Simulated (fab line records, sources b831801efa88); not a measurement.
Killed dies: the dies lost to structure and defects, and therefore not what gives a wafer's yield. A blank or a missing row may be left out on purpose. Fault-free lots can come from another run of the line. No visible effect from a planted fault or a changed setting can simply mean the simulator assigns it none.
Chamber matching | flow sky130 | 4 sister chambers for SKY_VIA2_ETCH_15 on rie_diel-01
The step etches SiO2 in C4F8/O2/Ar, stops on TiN, target depth 546 nm, time 84 s. 8 wafers are shown with their chamber, then 10 later ones without.

== WAFERS WITH THEIR CHAMBER ==
wafer  | chamber | oes_product_au (a.u.)
L301.1 | 3       | 0.934
L317.4 | 2       | 0.934
L317.6 | 0       | 0.944
L318.4 | 1       | 0.933
L318.5 | 0       | 0.942
L318.6 | 3       | 0.936
L320.2 | 2       | 0.942
L320.3 | 1       | 0.940

== WAFERS MISSING THEIR CHAMBER ==
wafer  | oes_product_au (a.u.)
L320.6 | 0.943
L321.2 | 0.945
L321.3 | 0.947
L321.5 | 0.930
L322.1 | 0.939
L322.3 | 0.944
L322.5 | 0.939
L324.2 | 0.939
L324.4 | 0.945
L324.5 | 0.943

== THE CHAMBER EACH PASSED THROUGH ==
wafer  | from the rows above               | in truth
L320.6 | can't be placed: 0 or 2 or 1      | 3
L321.2 | can't be placed: 0 or 2 or 1      | 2
L321.3 | can't be placed: 0 or 2 or 1      | 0
L321.5 | can't be placed: 3 or 1 or 2      | 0
L322.1 | can't be placed: 2 or 1 or 3 or 0 | 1
L322.3 | can't be placed: 0 or 2 or 1      | 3
L322.5 | can't be placed: 2 or 1 or 3 or 0 | 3
L324.2 | can't be placed: 2 or 1 or 3 or 0 | 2
L324.4 | can't be placed: 0 or 2 or 1      | 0
L324.5 | can't be placed: 0 or 2 or 1      | 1
Correct placement for 0 of the 10. From these rows, 10 cannot be placed; in 7 the true chamber is one of the candidates. Wrongly placed: 0.
How it was worked out, from the rows above alone: a wafer's distance from a chamber is the root of the sum, over the readings, of the square of ((its reading less the chamber's mean) divided by the reading's scatter). The wafer belongs to the nearest chamber; if the next one is less than 2 further off, it can't be placed. Each chamber's mean is taken over the wafers shown for it. The scatter: the root of (the sum of the squares of (reading less its chamber's mean) over the shown wafers, divided by (wafers less chambers)).
